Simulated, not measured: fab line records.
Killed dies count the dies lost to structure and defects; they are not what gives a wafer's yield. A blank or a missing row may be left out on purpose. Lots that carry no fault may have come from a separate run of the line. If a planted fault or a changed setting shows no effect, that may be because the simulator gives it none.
fab line records	flow sfq_line
[record] lots = 6	wafers = 18	last_day = 84
route steps=325 shown I3@137 M4@148 I4@163 JJ@178 M8@325
lots with no fault: from the same line, run without faults
start_h: hours from the record's first day to the start of the lot's first wafer shown	wait_h: hours elapsed since this lot's preceding step	" as in the row above	L1.1+2: one row covering several wafers at once	- no value present, or no start provided	* or withheld: withheld	< > ~ a bound
route shown NAME@n: names a module that has steps shown in the file, with the first one's number in the route	usual: mean/standard deviation taken from wafers without a fault	same: alike in all rows	chamber/n: place in a boat	sites: each site's reading	_std_site: standard deviation across them	_edge_site: outer sites' mean less inner sites'	radius_mm: how far each site lies from the wafer's centre	mask NAME#n: copy n	behind: tool/chamber where the wafer was last shaped	hold: cause of the lot's hold/its duration in hours/its outcome	device: the n, p or np transistor that did not switch	end of line: the same wafers' tests at the end of the route	step lacking rows: just its recipe	killed: the dies lost at the first sort to structure and to defects; this is not the yield of the wafer	map: the dies of a wafer, with x for killed, . for not killed, _ for no die there
set.NAME: the run value of the setting; set.NAME@STEP: its run value at that earlier step	model.NAME: the simulator's own value behind a step, which no gauge read
lots seen at some steps along the route; tables by step, rows by wafer
services: the hour from which a tool's chamber was out of use, counted from the record's first day as start_h (under 0 if before that day), plus the number of hours and why
[[steps]]
[step SFQ_TRILAYER_I3_VIA_LITHO_COAT_090]
[recipe] resist = BARC	spin_rpm = 3000	resist_thk_nm = 62
[step SFQ_TRILAYER_I3_VIA_LITHO_COAT_085]
[recipe] resist = KrF	spin_rpm = 3000	resist_thk_nm = 650
[step SFQ_TRILAYER_I3_VIA_LITHO_SOFTBAKE_089]
[recipe] temp_c = withheld	time_s = withheld	resist = KrF
[step SFQ_TRILAYER_I3_VIA_LITHO_EXPOSE_086]
[recipe] mask_id = I3	na = 0.6	source_shape = conventional	sigma_outer = 0.65	target_cd_nm = 500	dose_mj = 21.3
[step SFQ_TRILAYER_I3_VIA_LITHO_PEB_088]
[recipe] peb_temp_c = 115	peb_time_s = 60	resist = KrF
[step SFQ_TRILAYER_I3_VIA_LITHO_DEVELOP_087]
[recipe] time_s = 60	resist = KrF
[step SFQ_I3_OVL_MEAS_923]
[usual] I3_OVL = -1/4.8
lot.wafer	tool	chamber	start_h	wait_h	I3_OVL[nm]
L852.1	overlay-02	-	725.00	0.1	5
L852.5	"	-	"	"	-3
L852.6	"	-	"	"	5
L855.1	overlay-02	-	757.05	0.1	1
L855.2	"	-	"	"	1
L855.4	"	-	"	"	5
L862.3	overlay-01	-	865.61	0.1	-8
L862.4	"	-	"	"	-1
L862.5	"	-	"	"	-4
L863.3	overlay-02	-	880.01	0.1	-5
L863.5	"	-	"	"	-2
L863.6	"	-	"	"	-8
L868.1	overlay-02	-	950.56	0.1	1
L868.2	"	-	"	"	0
L868.3	"	-	"	"	4
L870.1	overlay-01	-	960.16	0.1	-7
L870.3	"	-	"	"	-2
L870.6	"	-	"	"	-5
[step SFQ_TRILAYER_I3_VIA_BARC_OPEN_VIA_ETCH_121]
[recipe] mask_material = PR	chemistry = O2	target_depth_nm = 125	target = BARC	source_w = 500	bias_w = 80	pressure_mtorr = 30	time_s = 41.7
[step SFQ_TRILAYER_I3_VIA_ETCH_VIA_ETCH_088]
[recipe] target = SiO2	stop_on = Nb	mask_material = PR	taper_deg = 20	chemistry = CHF3	target_depth_nm = 260	source_w = 519.1	bias_w = 80	pressure_mtorr = 30	time_s = withheld
[usual] drypump_motor_current_A = 5.57/0.22	oes_product_au = 0.854/0.0053	rf_fwd_power_W = 517.0/1.6
lot.wafer	tool	chamber	start_h	wait_h	drypump_motor_current_A	oes_product_au	rf_fwd_power_W
L852.1	rie_diel-04	0	725.08	0.0	5.70	0.856	519.7
L852.5	"	3	"	"	5.79	0.859	516.3
L852.6	"	2	"	"	5.76	0.854	516.3
L855.1	rie_diel-03	0	757.13	0.0	5.45	0.858	515.4
L855.2	"	3	"	"	5.82	0.849	518.2
L855.4	"	1	"	"	5.65	0.854	515.8
L862.3	rie_diel-02	1	865.68	0.0	5.66	0.853	515.3
L862.4	"	2	"	"	4.93	0.854	515.2
L862.5	"	3	"	"	5.36	0.858	518.1
L863.3	rie_diel-02	0	880.08	0.0	5.50	0.850	516.9
L863.5	"	3	"	"	5.39	0.853	515.4
L863.6	"	0	"	"	5.51	0.849	516.2
L868.1	rie_diel-02	0	950.64	0.0	5.49	0.857	516.9
L868.2	"	2	"	"	4.96	0.856	516.9
L868.3	"	1	"	"	5.66	0.860	517.0
L870.1	rie_diel-04	0	960.24	0.0	5.71	0.851	518.9
L870.3	"	3	"	"	5.80	0.859	517.5
L870.6	"	1	"	"	5.36	0.855	517.2
[step SFQ_TRILAYER_I3_VIA_STRIP_STRIP_089]
[recipe] gas = O2	power_w = 200	platen_temp_c = 40	overash_fraction = 0.65	chemistry = O2	pressure_mtorr = 50
[usual] drypump_motor_current_A = 5.67/0.29	oes_product_au = 1.003/0.007
[same] overash_fraction = 0.65
lot.wafer	tool	chamber	start_h	wait_h	drypump_motor_current_A	oes_product_au	rf_hours_counter_h
L852.1	rie_metal-03	0	725.19	-	5.50	1.002	46
L852.5	"	1	"	"	5.29	1.000	-
L852.6	"	0	"	"	5.51	1.003	-
L855.1	rie_metal-03	0	757.24	-	5.51	1.003	52
L855.2	"	1	"	"	5.28	1.008	159
L855.4	"	0	"	"	5.52	0.998	-
L862.3	rie_metal-04	1	865.99	-	5.68	0.998	-
L862.4	"	0	"	"	6.16	1.009	-
L862.5	"	0	"	"	6.15	1.004	-
L863.3	rie_metal-01	0	880.39	-	5.91	0.998	-
L863.5	"	0	"	"	5.90	1.005	-
L863.6	"	1	"	"	5.48	1.004	-
L868.1	rie_metal-04	1	950.75	-	5.63	0.999	130
L868.2	"	0	"	"	6.14	1.010	165
L868.3	"	0	"	"	6.15	1.014	-
L870.1	rie_metal-04	1	960.35	-	5.63	0.996	132
L870.3	"	0	"	"	6.12	1.004	-
L870.6	"	0	"	"	6.10	1.014	-
[step SFQ_TRILAYER_I3_VIA_STRIP_SOLV_CLEAN_090]
[recipe] chemistry = NMP	temp_c = 70	time_s = 600
[step SFQ_TRILAYER_M4_DEP_PRE_CLEAN_092]
[recipe] gas = Ar	time_s = 22.5	bias_v = 250
[step SFQ_TRILAYER_M4_DEP_SPUTTER_091]
[recipe] material = Nb	base_pressure_pa = 1.33e-06	chamber_pressure_pa = 0.1333	substrate_temp_c = 20	resputter_cathode_voltage_v = 400	target_thk_nm = 200	power_w = 2000	time_s = 133.3
[usual] throttle_valve_pct = 30.6/1.2
lot.wafer	tool	chamber	start_h	wait_h	throttle_valve_pct	model.Nb_of_TRILAYER_M4_DEP_SPUTTER_091.thk_nm
L852.1	pvd_sputter-05	-	725.99	0.0	31.6	199.9
L852.5	"	-	"	"	29.9	198.8
L852.6	"	-	"	"	31.6	199.3
L855.1	pvd_sputter-06	-	758.04	0.0	32.6	200
L855.2	"	-	"	"	29.7	201.2
L855.4	"	-	"	"	29.1	200.5
L862.3	pvd_sputter-05	-	866.61	0.0	29.5	360.5
L862.4	"	-	"	"	30.0	358.7
L862.5	"	-	"	"	31.6	360
L863.3	pvd_sputter-05	-	880.99	0.0	29.9	356
L863.5	"	-	"	"	30.0	356.7
L863.6	"	-	"	"	29.6	356.1
L868.1	pvd_sputter-04	-	951.55	0.0	30.6	200.5
L868.2	"	-	"	"	33.1	199
L868.3	"	-	"	"	30.5	199.9
L870.1	pvd_sputter-05	-	961.15	0.0	31.4	199.6
L870.3	"	-	"	"	29.9	199.1
L870.6	"	-	"	"	31.6	197.8
[step SFQ_M4_RS_MEAS_924]
[recipe] thk_meas_gauge = four-point-probe	reads = Nb_of_TRILAYER_M4_DEP_SPUTTER_091
[usual] M4_NB_RS = 0.891/0.0074
lot.wafer	tool	chamber	start_h	wait_h	M4_NB_RS[ohm/sq]
L852.1	film_metro-02	-	726.08	0.0	0.891
L852.5	"	-	"	"	0.896
L852.6	"	-	"	"	0.895
L855.1	film_metro-04	-	758.13	0.0	0.889
L855.2	"	-	"	"	0.886
L855.4	"	-	"	"	0.887
L862.3	film_metro-03	-	866.74	0.1	0.491
L862.4	"	-	"	"	0.493
L862.5	"	-	"	"	0.491
L863.3	film_metro-02	-	881.12	0.1	0.498
L863.5	"	-	"	"	0.496
L863.6	"	-	"	"	0.498
L868.1	film_metro-03	-	951.65	0.0	0.886
L868.2	"	-	"	"	0.895
L868.3	"	-	"	"	0.890
L870.1	film_metro-04	-	961.25	0.0	0.892
L870.3	"	-	"	"	0.894
L870.6	"	-	"	"	0.900
[step SFQ_TRILAYER_M4_LITHO_COAT_098]
[recipe] resist = BARC	spin_rpm = 3000	resist_thk_nm = 62
[step SFQ_TRILAYER_M4_LITHO_COAT_093]
[recipe] resist = KrF	spin_rpm = 3000	resist_thk_nm = 600
[step SFQ_TRILAYER_M4_LITHO_SOFTBAKE_097]
[recipe] temp_c = withheld	time_s = withheld	resist = KrF
[step SFQ_TRILAYER_M4_LITHO_EXPOSE_094]
[recipe] mask_id = M4	na = 0.6	source_shape = conventional	sigma_outer = 0.65	target_cd_nm = 500	dose_mj = 14.4
[step SFQ_TRILAYER_M4_LITHO_PEB_096]
[recipe] peb_temp_c = 115	peb_time_s = 60	resist = KrF
[step SFQ_TRILAYER_M4_LITHO_DEVELOP_095]
[recipe] time_s = 60	resist = KrF
[step SFQ_M4_OVL_MEAS_926]
[usual] M4_OVL = -2/6.4
lot.wafer	tool	chamber	start_h	wait_h	M4_OVL[nm]
L852.1	overlay-01	-	781.60	0.1	5
L852.5	"	-	"	"	2
L852.6	"	-	"	"	3
L855.1	overlay-02	-	817.60	0.1	-6
L855.2	"	-	"	"	-13
L855.4	"	-	"	"	-16
L862.3	overlay-02	-	973.37	0.1	-6
L862.4	"	-	"	"	-1
L862.5	"	-	"	"	-3
L863.3	overlay-02	-	991.37	0.1	-2
L863.5	"	-	"	"	-1
L863.6	"	-	"	"	4
L868.1	overlay-01	-	1080.59	0.1	4
L868.2	"	-	"	"	1
L868.3	"	-	"	"	9
L870.1	overlay-01	-	1095.67	0.1	2
L870.3	"	-	"	"	-4
L870.6	"	-	"	"	-3
[step SFQ_TRILAYER_M4_BARC_OPEN_METAL_ETCH_123]
[recipe] mask_material = PR	chemistry = O2	target_depth_nm = 125	target = BARC	icp_w = 600	bias_w = 80	pressure_mtorr = 10	time_s = 41.7
[usual] drypump_motor_current_A = 5.5/0.48	oes_product_au = 0.685/0.005	rf_fwd_power_W = 594.2/2.1
lot.wafer	tool	chamber	start_h	wait_h	drypump_motor_current_A	oes_product_au	rf_fwd_power_W	rf_hours_counter_h
L852.1	rie_metal-02	1	781.64	0.0	5.4	0.690	595.6	80
L852.5	"	0	"	"	4.7	0.688	594.9	-
L852.6	"	1	"	"	5.4	0.689	594.2	-
L855.1	rie_metal-02	0	817.64	0.0	4.7	0.683	593.9	96
L855.2	"	1	"	"	5.4	0.677	596.7	87
L855.4	"	0	"	"	4.7	0.679	593.0	-
L862.3	rie_metal-02	1	973.42	0.0	5.4	0.677	595.2	-
L862.4	"	0	"	"	4.7	0.683	592.4	-
L862.5	"	1	"	"	5.4	0.684	597.1	-
L863.3	rie_metal-04	1	991.42	0.0	5.6	0.680	595.4	-
L863.5	"	1	"	"	5.6	0.687	595.3	-
L863.6	"	0	"	"	6.1	0.698	592.8	-
L868.1	rie_metal-01	0	1080.63	0.0	5.9	0.681	594.1	137
L868.2	"	1	"	"	5.5	0.684	592.8	99
L868.3	"	0	"	"	5.9	0.677	590.1	-
L870.1	rie_metal-02	1	1095.71	0.0	5.4	0.674	596.2	132
L870.3	"	0	"	"	4.7	0.685	593.7	-
L870.6	"	0	"	"	4.7	0.683	594.9	-
[step SFQ_TRILAYER_M4_ETCH_METAL_ETCH_096]
[recipe] target = Nb	stop_on = SiO2	mask_material = PR	chemistry = Cl2/Ar	target_depth_nm = 240	icp_w = 600	bias_w = 80	pressure_mtorr = 10	time_s = 120
[usual] drypump_motor_current_A = 5.5/0.48	oes_product_au = 0.894/0.006	rf_fwd_power_W = 597.5/1.9
lot.wafer	tool	chamber	start_h	wait_h	drypump_motor_current_A	oes_product_au	rf_fwd_power_W	rf_hours_counter_h
L852.1	rie_metal-02	1	781.70	0.0	5.4	0.897	595.3	81
L852.5	"	0	"	"	4.7	0.894	596.5	-
L852.6	"	1	"	"	5.4	0.893	598.9	-
L855.1	rie_metal-02	0	817.70	0.0	4.7	0.897	598.0	96
L855.2	"	1	"	"	5.4	0.898	596.4	87
L855.4	"	0	"	"	4.7	0.892	595.7	-
L862.3	rie_metal-02	1	973.50	0.1	5.4	0.995	594.3	-
L862.4	"	0	"	"	4.7	1.006	596.5	-
L862.5	"	1	"	"	5.4	1.003	593.4	-
L863.3	rie_metal-04	1	991.50	0.1	5.7	1.002	598.2	-
L863.5	"	1	"	"	5.6	1.006	596.8	-
L863.6	"	0	"	"	6.1	1.008	596.1	-
L868.1	rie_metal-01	0	1080.69	0.0	5.9	0.891	594.4	137
L868.2	"	1	"	"	5.5	0.891	598.2	99
L868.3	"	0	"	"	5.9	0.895	594.1	-
L870.1	rie_metal-02	1	1095.77	0.0	5.4	0.894	599.5	132
L870.3	"	0	"	"	4.7	0.889	597.5	-
L870.6	"	0	"	"	4.7	0.896	597.2	-
[step SFQ_TRILAYER_M4_STRIP_STRIP_097]
[recipe] gas = O2	power_w = 200	platen_temp_c = 40	overash_fraction = 0.65	chemistry = O2	pressure_mtorr = 50
[usual] drypump_motor_current_A = 5.4/0.48	oes_product_au = 1.002/0.0072
[same] overash_fraction = 0.65
lot.wafer	tool	chamber	start_h	wait_h	drypump_motor_current_A	oes_product_au	rf_hours_counter_h
L852.1	rie_metal-02	1	781.82	0.1	5.4	1.005	81
L852.5	"	0	"	"	4.7	0.992	-
L852.6	"	1	"	"	5.4	1.006	-
L855.1	rie_metal-02	0	817.82	0.1	4.7	0.999	96
L855.2	"	1	"	"	5.4	0.999	87
L855.4	"	0	"	"	4.7	0.998	-
L862.3	rie_metal-02	1	973.78	0.2	5.4	1.002	-
L862.4	"	0	"	"	4.7	0.986	-
L862.5	"	1	"	"	5.4	0.997	-
L863.3	rie_metal-04	1	991.78	0.2	5.6	1.010	-
L863.5	"	1	"	"	5.6	0.999	-
L863.6	"	0	"	"	6.1	1.015	-
L868.1	rie_metal-01	0	1080.81	0.1	5.9	1.004	138
L868.2	"	1	"	"	5.5	0.998	99
L868.3	"	0	"	"	5.9	1.007	-
L870.1	rie_metal-02	1	1095.89	0.1	5.4	0.997	132
L870.3	"	0	"	"	4.7	1.002	-
L870.6	"	0	"	"	4.7	0.991	-
[step SFQ_TRILAYER_M4_STRIP_SOLV_CLEAN_098]
[recipe] chemistry = NMP	temp_c = 70	time_s = 600
[step SFQ_TRILAYER_I4_DEP_PECVD_099]
[recipe] material = SiO2	temp_c = 150	time_s = 111.11	pressure_torr = 2.4	rf_w = 183.3	precursor = SiH4/N2O	target_thk_nm = 500
[usual] heater_power_w = 97/22	rf_fwd_power_W = 182.5/0.65	throttle_valve_pct = 25.7/1.8
lot.wafer	tool	chamber	start_h	wait_h	heater_power_w	rf_fwd_power_W	throttle_valve_pct
L852.1	pecvd-02	0	782.77	0.0	108	181.8	26.1
L852.5	"	0	"	"	108	182.6	25.9
L852.6	"	1	"	"	127	181.6	27.4
L855.1	pecvd-02	0	818.60	0.0	113	182.5	26.0
L855.2	"	1	"	"	116	182.2	27.5
L855.4	"	1	"	"	120	182.6	27.2
L862.3	pecvd-03	0	974.36	0.0	136	183.6	22.4
L862.4	"	0	"	"	137	182.8	22.4
L862.5	"	2	"	"	72	182.5	25.1
L863.3	pecvd-02	0	992.36	0.0	126	181.5	26.0
L863.5	"	2	"	"	102	182.0	26.0
L863.6	"	0	"	"	104	181.4	26.2
L868.1	pecvd-02	1	1081.59	0.0	112	182.1	27.6
L868.2	"	2	"	"	97	182.5	26.3
L868.3	"	0	"	"	103	182.1	26.3
L870.1	pecvd-02	2	1096.68	0.0	92	182.4	26.2
L870.3	"	1	"	"	127	182.8	27.5
L870.6	"	0	"	"	123	181.8	26.2
[step SFQ_TRILAYER_I4_CMP_CMP_100]
[recipe] material = SiO2	down_force_psi = 3	platen_rpm = 60	pad_velocity_m_s = 0.94248
[step SFQ_I4_BOW_MEAS_927]
[recipe] mode = bow
[usual] I4_BOW = 6/12
lot.wafer	tool	chamber	start_h	wait_h	I4_BOW[um]
L852.1	film_metro-02	-	811.47	2.5	-5
L852.5	"	-	"	"	10
L852.6	"	-	"	"	7
L855.1	film_metro-03	-	847.47	2.5	-12
L855.2	"	-	"	"	-18
L855.4	"	-	"	"	-13
L862.3	film_metro-02	-	982.78	2.5	22
L862.4	"	-	"	"	20
L862.5	"	-	"	"	14
L863.3	film_metro-03	-	999.86	2.0	23
L863.5	"	-	"	"	18
L863.6	"	-	"	"	34
L868.1	film_metro-01	-	1085.60	2.5	14
L868.2	"	-	"	"	20
L868.3	"	-	"	"	7
L870.1	film_metro-02	-	1114.05	1.0	15
L870.3	"	-	"	"	6
L870.6	"	-	"	"	3
[step SFQ_TRILAYER_I4_METRO_MEASURE_101]
[step SFQ_TRILAYER_I4_VIA_LITHO_COAT_108]
[recipe] resist = BARC	spin_rpm = 3000	resist_thk_nm = 62.37
[step SFQ_TRILAYER_I4_VIA_LITHO_COAT_103]
[recipe] resist = KrF	spin_rpm = 3000	resist_thk_nm = 650
[step SFQ_TRILAYER_I4_VIA_LITHO_SOFTBAKE_107]
[recipe] temp_c = withheld	time_s = withheld	resist = KrF
[step SFQ_TRILAYER_I4_VIA_LITHO_EXPOSE_104]
[recipe] mask_id = I4	na = 0.6	source_shape = conventional	sigma_outer = 0.65	target_cd_nm = 700	dose_mj = 21.3
[step SFQ_TRILAYER_I4_VIA_LITHO_PEB_106]
[recipe] peb_temp_c = 115	peb_time_s = 60	resist = KrF
[step SFQ_TRILAYER_I4_VIA_LITHO_DEVELOP_105]
[recipe] time_s = 60	resist = KrF
[step SFQ_I4_OVL_MEAS_928]
[usual] I4_OVL = -4/5.7
lot.wafer	tool	chamber	start_h	wait_h	I4_OVL[nm]
L852.1	overlay-01	-	890.92	0.1	-6
L852.5	"	-	"	"	-2
L852.6	"	-	"	"	-3
L855.1	overlay-01	-	908.30	0.1	-1
L855.2	"	-	"	"	1
L855.4	"	-	"	"	0
L862.3	overlay-01	-	995.47	0.1	1
L862.4	"	-	"	"	-8
L862.5	"	-	"	"	0
L863.3	overlay-01	-	1005.07	0.1	-8
L863.5	"	-	"	"	-3
L863.6	"	-	"	"	5
L868.1	overlay-01	-	1216.67	0.1	-11
L868.2	"	-	"	"	-9
L868.3	"	-	"	"	-14
L870.1	overlay-01	-	1248.12	0.1	-14
L870.3	"	-	"	"	-15
L870.6	"	-	"	"	-7
[step SFQ_TRILAYER_I4_VIA_BARC_OPEN_VIA_ETCH_146]
[recipe] mask_material = PR	chemistry = O2	target_depth_nm = 125	target = BARC	source_w = 500	bias_w = 77.72	pressure_mtorr = 30	time_s = 41.7
[step SFQ_TRILAYER_I4_VIA_ETCH_VIA_ETCH_106]
[recipe] target = SiO2	stop_on = Nb	mask_material = PR	taper_deg = 20	chemistry = CHF3	target_depth_nm = 260	source_w = 500	bias_w = 80	pressure_mtorr = 30	time_s = withheld
[step SFQ_TRILAYER_I4_VIA_STRIP_STRIP_107]
[recipe] gas = O2	power_w = 200	platen_temp_c = 40	overash_fraction = 0.65	chemistry = O2	pressure_mtorr = 50
[step SFQ_TRILAYER_I4_VIA_STRIP_SOLV_CLEAN_108]
[recipe] chemistry = NMP	temp_c = 70	time_s = 600
[step SFQ_TRILAYER_JJ_TRILAYER_DEP_PRE_CLEAN_113]
[recipe] gas = Ar	time_s = 22.5	bias_v = 250
[step SFQ_M8_BOW_MEAS_951]
[recipe] mode = bow
[usual] M8_BOW = 9/12
lot.wafer	tool	chamber	start_h	wait_h	M8_BOW[um]	model.etest.m4.comb_log10_ohm	model.etest.m4.ohm_sq
L852.1	film_metro-01	-	1785.95	0.0	-4	12	0.8909
L852.5	"	-	"	"	11	12	0.8957
L852.6	"	-	"	"	7	12	0.8935
L855.1	film_metro-03	-	1800.24	0.0	-4	12	0.8903
L855.2	"	-	"	"	-11	12	0.8849
L855.4	"	-	"	"	-6	12	0.8882
L862.3	film_metro-01	-	1863.15	0.0	25	0	0.494
L862.4	"	-	"	"	24	0	0.4964
L862.5	"	-	"	"	18	0	0.4947
L863.3	film_metro-01	-	1864.45	0.0	26	0	0.5002
L863.5	"	-	"	"	21	0	0.4992
L863.6	"	-	"	"	37	0	0.5001
L868.1	film_metro-01	-	1939.89	0.0	16	12	0.888
L868.2	"	-	"	"	22	12	0.8948
L868.3	"	-	"	"	8	12	0.8908
L870.1	film_metro-03	-	2011.86	0.0	27	12	0.8922
L870.3	"	-	"	"	17	12	0.8943
L870.6	"	-	"	"	14	12	0.9002
[[services]]
tool	chamber	start_h	hours	kind
rie_diel-04	-	704.53	1.1	repair
rie_metal-01	-	709.48	1.7	repair
rie_metal-02	-	713.91	0.3	repair
rie_metal-02	0	716.19	27.8	repair
rie_diel-02	2	733.17	52.4	repair
pecvd-02	2	763.20	9.0	repair
rie_metal-01	-	811.57	1.6	repair
pecvd-02	2	827.23	6.8	repair
rie_metal-01	1	830.08	12.6	repair
rie_diel-02	2	875.62	9.7	repair
rie_metal-02	-	883.65	1.2	repair
rie_diel-02	1	887.49	6.5	repair
rie_diel-02	0	921.28	16.7	repair
rie_metal-01	1	970.67	9.8	repair
pvd_sputter-05	-	988.46	0.9	repair
rie_diel-02	0	988.88	7.1	repair
rie_diel-02	3	992.20	16.4	repair
rie_metal-02	1	1002.11	15.7	repair
rie_metal-02	0	1011.13	20.4	repair
rie_metal-04	-	1020.17	1.4	repair
rie_diel-02	-	1029.06	2.8	pm
pecvd-02	-	1049.51	4.7	repair
pvd_sputter-05	-	1066.59	1.7	repair
pvd_sputter-05	-	1082.60	0.6	repair
[[key]]
[first_sign] step = SFQ_M4_RS_MEAS_924	reading = M4_NB_RS	direction = down	sigmas = 54	usual = 0.891	struck = 0.495
[effect] step = SFQ_TRILAYER_M4_ETCH_METAL_ETCH_096	reading = oes_product_au	direction = up	sigmas = 18	usual = 0.894	struck = 1.003
[model_effect] step = SFQ_TRILAYER_M4_DEP_SPUTTER_091	value = Nb_of_TRILAYER_M4_DEP_SPUTTER_091.thk_nm	without = 200.5	struck = 358
[model_effect] step = SFQ_M8_BOW_MEAS_951	value = etest.m4.comb_log10_ohm	without = 12	struck = 0
met_at SFQ_TRILAYER_M4_DEP_SPUTTER_091
struck_wafers L862.3,L862.4,L862.5,L863.3,L863.5,L863.6
onset_between 725.99 866.61
[fault] kind = process_parameter_drift	tool = pvd_sputter-05	chamber = -	onset_h = 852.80	steps = SFQ_TRILAYER_M4_DEP_SPUTTER_091	channel = target_thk_nm	offset = 157.47	shape = step	end_h = 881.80	acts_in = these_recipes_only	stated = 200
